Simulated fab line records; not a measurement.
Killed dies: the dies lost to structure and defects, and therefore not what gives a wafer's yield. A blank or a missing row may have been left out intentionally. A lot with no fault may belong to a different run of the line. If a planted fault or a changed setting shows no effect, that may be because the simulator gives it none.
What tool caused it? | flow sky130 | 45 wafers from 15 lots sampled at 6 of the route's 708 steps

== WHAT EACH GAUGE READ, for each wafer ==
SKY_GATE_OXIDE_OVL_MEAS_10.
lot  | measured     | on         | GATE_OXIDE_OVL (nm)
L452 | day 14 12:58 | overlay-02 | -0.3 1.9 1.5
L453 | day 15 08:58 | overlay-01 | 2.7 1.4 3.0
L454 | day 15 09:10 | overlay-02 | 0.6 1.6 0.2
L455 | day 15 11:54 | overlay-01 | 3.7 3.9 2.7
L461 | day 17 17:26 | overlay-02 | 0.1 -0.8 1.1
L465 | day 19 01:35 | overlay-01 | -0.2 0.4 -0.6
L464 | day 19 01:53 | overlay-02 | -0.8 -0.1 -0.6
L466 | day 19 04:08 | overlay-02 | -0.9 -0.9 -1.0
L467 | day 20 00:32 | overlay-01 | 2.1 0.1 0.9
L468 | day 20 05:13 | overlay-01 | 2.7 0.8 0.3
L469 | day 20 08:47 | overlay-01 | 2.2 2.4 0.1
L470 | day 20 13:04 | overlay-01 | 0.3 -0.5 0.0
L471 | day 20 16:43 | overlay-01 | 0.0 -1.0 4.2
L473 | day 21 19:04 | overlay-02 | -2.6 -1.5 -1.3
L475 | day 22 14:34 | overlay-02 | 0.1 0.4 0.1

SKY_POLY_GATE_THK_MEAS_04.
lot  | measured     | on           | POLY_GATE_CVD_03_THK (nm)
L452 | day 16 00:43 | filmMetro-04 | 76.0 74.8 75.7
L453 | day 16 22:35 | filmMetro-01 | 75.7 75.5 75.6
L454 | day 16 19:26 | filmMetro-02 | 74.6 75.2 75.9
L455 | day 16 22:37 | filmMetro-02 | 75.0 74.3 74.8
L461 | day 19 06:50 | filmMetro-02 | 74.7 74.4 75.0
L465 | day 20 13:37 | filmMetro-01 | 74.0 74.1 74.4
L464 | day 20 17:26 | filmMetro-01 | 74.1 74.0 73.8
L466 | day 20 17:28 | filmMetro-02 | 73.8 74.2 74.5
L467 | day 21 12:36 | filmMetro-04 | 74.6 74.5 74.8
L468 | day 21 17:04 | filmMetro-02 | 73.3 73.5 73.1
L469 | day 21 19:53 | filmMetro-04 | 73.4 73.5 73.5
L470 | day 22 00:05 | filmMetro-02 | 73.9 73.2 73.0
L471 | day 22 04:34 | filmMetro-02 | 75.5 75.5 75.4
L473 | day 23 07:13 | filmMetro-02 | 74.4 74.8 74.1
L475 | day 24 01:30 | filmMetro-04 | 75.0 74.9 74.4

SKY_LDD_HVN_TW_MEAS_10.
lot  | measured     | on           | LDD_HVN_TW
L452 | day 21 05:01 | filmMetro-04 | 1466 1460 1454
L453 | day 22 05:43 | filmMetro-04 | 1451 1465 1457
L454 | day 22 01:52 | filmMetro-02 | 1424 1431 1427
L455 | day 22 05:27 | filmMetro-02 | 1426 1423 1425
L461 | day 24 13:23 | filmMetro-04 | 1456 1445 1448
L465 | day 25 18:30 | filmMetro-02 | 30 30 30
L464 | day 25 22:25 | filmMetro-04 | 30 30 30
L466 | day 25 22:47 | filmMetro-02 | 30 30 30
L467 | day 26 16:31 | filmMetro-04 | 1449 1459 1450
L468 | day 26 21:38 | filmMetro-02 | 1417 1412 1413
L469 | day 26 22:34 | filmMetro-01 | 1400 1407 1403
L470 | day 27 03:04 | filmMetro-02 | 1434 1437 1434
L471 | day 27 06:26 | filmMetro-02 | 1429 1434 1424
L473 | day 28 08:43 | filmMetro-01 | 1391 1404 1396
L475 | day 29 03:04 | filmMetro-01 | 1389 1395 1394

== WHICH TOOL RAN EACH LOT (tool, then ch and the chambers of the sampled wafers, then the start) ==
lot  | SKY_POLY_GATE_ETCH_15             | SKY_LDD_P_STRIP_10                  | SKY_LDD_HVN_STRIP_09
L452 | rieDiel-01 ch 0,1,3, day 17 05:53 | plasmaAsher-02 ch 0,1, day 19 22:53 | plasmaAsher-02 ch 0,1, day 21 04:55
L453 | rieDiel-02 ch 0,1,2, day 18 03:53 | plasmaAsher-03 ch 0,1, day 20 22:26 | plasmaAsher-04 ch 1, day 22 05:37
L454 | rieDiel-01 ch 0,1,2, day 18 00:43 | plasmaAsher-03 ch 0,1, day 20 18:29 | plasmaAsher-04 ch 0,1, day 22 01:46
L455 | rieDiel-01 ch 0,3, day 18 04:23   | plasmaAsher-02 ch 0,1, day 20 22:13 | plasmaAsher-02 ch 0,1, day 22 05:21
L461 | rieDiel-03 ch 2,3, day 20 14:29   | plasmaAsher-02 ch 0,1, day 23 07:22 | plasmaAsher-04 ch 0,1, day 24 13:16
L465 | rieDiel-03 ch 0,1, day 21 20:17   | plasmaAsher-02 ch 0,1, day 24 12:18 | plasmaAsher-02 ch 0,1, day 25 18:25
L464 | rieDiel-03 ch 0,2,3, day 22 00:08 | plasmaAsher-03 ch 0, day 24 16:49   | plasmaAsher-02 ch 0, day 25 22:19
L466 | rieDiel-02 ch 0,2, day 22 00:47   | plasmaAsher-02 ch 0,1, day 24 17:19 | plasmaAsher-04 ch 0,1, day 25 22:42
L467 | rieDiel-02 ch 0,1, day 22 19:25   | plasmaAsher-03 ch 0,1, day 25 10:53 | plasmaAsher-01 ch 0,1, day 26 16:25
L468 | rieDiel-01 ch 0,2,3, day 23 00:50 | plasmaAsher-02 ch 0,1, day 25 16:00 | plasmaAsher-01 ch 0,1, day 26 21:33
L469 | rieDiel-03 ch 0,3, day 23 02:13   | plasmaAsher-03 ch 0,1, day 25 16:50 | plasmaAsher-01 ch 0,1, day 26 22:28
L470 | rieDiel-02 ch 0,2,3, day 23 07:05 | plasmaAsher-02 ch 0,1, day 25 21:17 | plasmaAsher-01 ch 0,1, day 27 02:58
L471 | rieDiel-02 ch 0,1,2, day 23 10:38 | plasmaAsher-02 ch 0,1, day 26 01:20 | plasmaAsher-01 ch 0,1, day 27 06:19
L473 | rieDiel-03 ch 0,1,2, day 24 12:46 | plasmaAsher-02 ch 0,1, day 27 03:41 | plasmaAsher-04 ch 0,1, day 28 08:37
L475 | rieDiel-01 ch 1,2,3, day 25 07:26 | plasmaAsher-03 ch 0,1, day 27 22:37 | plasmaAsher-04 ch 0,1, day 29 02:58
- SKY_POLY_GATE_ETCH_15: etches BARC in N2/H2, stops on SiO2, time 118.5 s, target depth 110 nm.
- SKY_LDD_P_STRIP_10: strips in O2/N2.
- SKY_LDD_HVN_STRIP_09: strips in O2/N2.

== AS READ BY THE TOOLS THEMSELVES (means over the sampled wafers that have a number; for cases with no such wafer, the mark the record gives instead) ==
SKY_POLY_GATE_ETCH_15.
lot  | tool       | biasW (W) | drypumpMotorCurrentA (A) | oesProductAu (a.u.) | throttleValvePct (%)
L452 | rieDiel-01 | 100.13    | 5.9                      | 0.715               | 13.203
L453 | rieDiel-02 | 99.85     | 6.0                      | 0.713               | 13.219
L454 | rieDiel-01 | 100.06    | 6.0                      | 0.721               | 13.216
L455 | rieDiel-01 | 100.19    | 6.0                      | 0.719               | 13.215
L461 | rieDiel-03 | 99.59     | 5.8                      | 0.717               | 13.210
L465 | rieDiel-03 | 100.07    | 5.5                      | 0.716               | 13.216
L464 | rieDiel-03 | 100.15    | 5.9                      | 0.719               | 13.204
L466 | rieDiel-02 | 99.93     | 6.2                      | 0.719               | 13.201
L467 | rieDiel-02 | 100.14    | 5.7                      | 0.715               | 13.216
L468 | rieDiel-01 | 99.90     | 6.1                      | 0.719               | 13.213
L469 | rieDiel-03 | 99.83     | 6.0                      | 0.718               | 13.206
L470 | rieDiel-02 | 99.93     | 6.1                      | 0.719               | 13.214
L471 | rieDiel-02 | 100.27    | 6.0                      | 0.717               | 13.218
L473 | rieDiel-03 | 100.05    | 5.6                      | 0.715               | 13.209
L475 | rieDiel-01 | 100.07    | 5.7                      | 0.712               | 13.215

SKY_LDD_P_STRIP_10.
lot  | tool           | chamberPressureMTorr (mTorr) | drypumpMotorCurrentA (A) | oesProductAu (a.u.) | stripTimeToEndpointS (s)
L452 | plasmaAsher-02 | 1499.8                       | 5.2                      | 0.719               | 14.13
L453 | plasmaAsher-03 | 1500.8                       | 6.1                      | 0.717               | 14.17
L454 | plasmaAsher-03 | 1500.1                       | 6.1                      | 0.714               | 14.19
L455 | plasmaAsher-02 | 1499.9                       | 5.2                      | 0.714               | 14.17
L461 | plasmaAsher-02 | 1500.5                       | 5.2                      | 0.715               | 14.15
L465 | plasmaAsher-02 | -                            | -                        | -                   | -
L464 | plasmaAsher-03 | -                            | -                        | -                   | -
L466 | plasmaAsher-02 | -                            | -                        | -                   | -
L467 | plasmaAsher-03 | 1500.6                       | 6.1                      | 0.715               | 14.20
L468 | plasmaAsher-02 | 1499.9                       | 5.2                      | 0.714               | 14.18
L469 | plasmaAsher-03 | 1500.3                       | 6.1                      | 0.718               | 14.15
L470 | plasmaAsher-02 | 1499.3                       | 5.2                      | 0.710               | 14.19
L471 | plasmaAsher-02 | 1500.0                       | 5.2                      | 0.719               | 14.18
L473 | plasmaAsher-02 | 1499.6                       | 5.2                      | 0.715               | 14.15
L475 | plasmaAsher-03 | 1500.8                       | 6.1                      | 0.715               | 14.22

SKY_LDD_HVN_STRIP_09.
lot  | tool           | chamberPressureMTorr (mTorr) | drypumpMotorCurrentA (A) | oesProductAu (a.u.) | stripTimeToEndpointS (s)
L452 | plasmaAsher-02 | 1499.8                       | 5.2                      | 0.408               | 4.126
L453 | plasmaAsher-04 | 1500.6                       | 6.0                      | 0.409               | 4.149
L454 | plasmaAsher-04 | 1498.2                       | 6.1                      | 0.410               | 4.115
L455 | plasmaAsher-02 | 1499.9                       | 5.2                      | 0.405               | 4.129
L461 | plasmaAsher-04 | 1501.2                       | 6.1                      | 0.408               | 4.139
L465 | plasmaAsher-02 | 1499.1                       | 5.2                      | 0.718               | 21.764
L464 | plasmaAsher-02 | 1498.9                       | 5.2                      | 0.720               | 21.860
L466 | plasmaAsher-04 | 1500.9                       | 6.3                      | 0.717               | 21.749
L467 | plasmaAsher-01 | 1499.7                       | 6.0                      | 0.405               | 4.124
L468 | plasmaAsher-01 | 1500.9                       | 5.6                      | 0.407               | 4.127
L469 | plasmaAsher-01 | 1499.7                       | 5.6                      | 0.408               | 4.118
L470 | plasmaAsher-01 | 1499.2                       | 5.6                      | 0.408               | 4.139
L471 | plasmaAsher-01 | 1500.5                       | 6.0                      | 0.407               | 4.117
L473 | plasmaAsher-04 | 1500.7                       | 6.1                      | 0.409               | 4.130
L475 | plasmaAsher-04 | 1500.3                       | 6.2                      | 0.405               | 4.140

== THE ANSWER, worked out from the rows above alone ==
Rule: what is usual is taken from the lots themselves. Put in order of their means at a reading, lots are off if they are a third of the lots or fewer, leave a main group of 4 or more, and stand apart from it by a gap of 3 or more times the standard deviation of the main group's means; of several such gaps the widest counts. The tables above print the reading to a certain number of digits; a main group whose means all agree to those digits is not used. A lot without any number at a reading at which 4 lots or more have one is off too. All remaining lots with rows at the step are treated as sound. First the gauges in route order, then the tools' own readings, where a lot's mean is used as printed above. At the first step where some lot is off, the reading lying furthest off is the one used; lots without a number count as furthest.
Off: at SKY_LDD_HVN_TW_MEAS_10 (LDD_HVN_TW), L465, L464, L466. For the main group the mean is 1429 and the standard deviation 22.
A tool fits if, at a process step before that reading, it ran every lot that is off, and no sound lot after the first of them. Not tried: the gauges at SKY_LDD_HVN_TW_MEAS_10; whatever is off there is also off at SKY_LDD_P_STRIP_10, on other tools, and gauge error can't account for it. Not one of the candidates tried fits.

== WHAT THE SIMULATOR HAD PUT IN ==
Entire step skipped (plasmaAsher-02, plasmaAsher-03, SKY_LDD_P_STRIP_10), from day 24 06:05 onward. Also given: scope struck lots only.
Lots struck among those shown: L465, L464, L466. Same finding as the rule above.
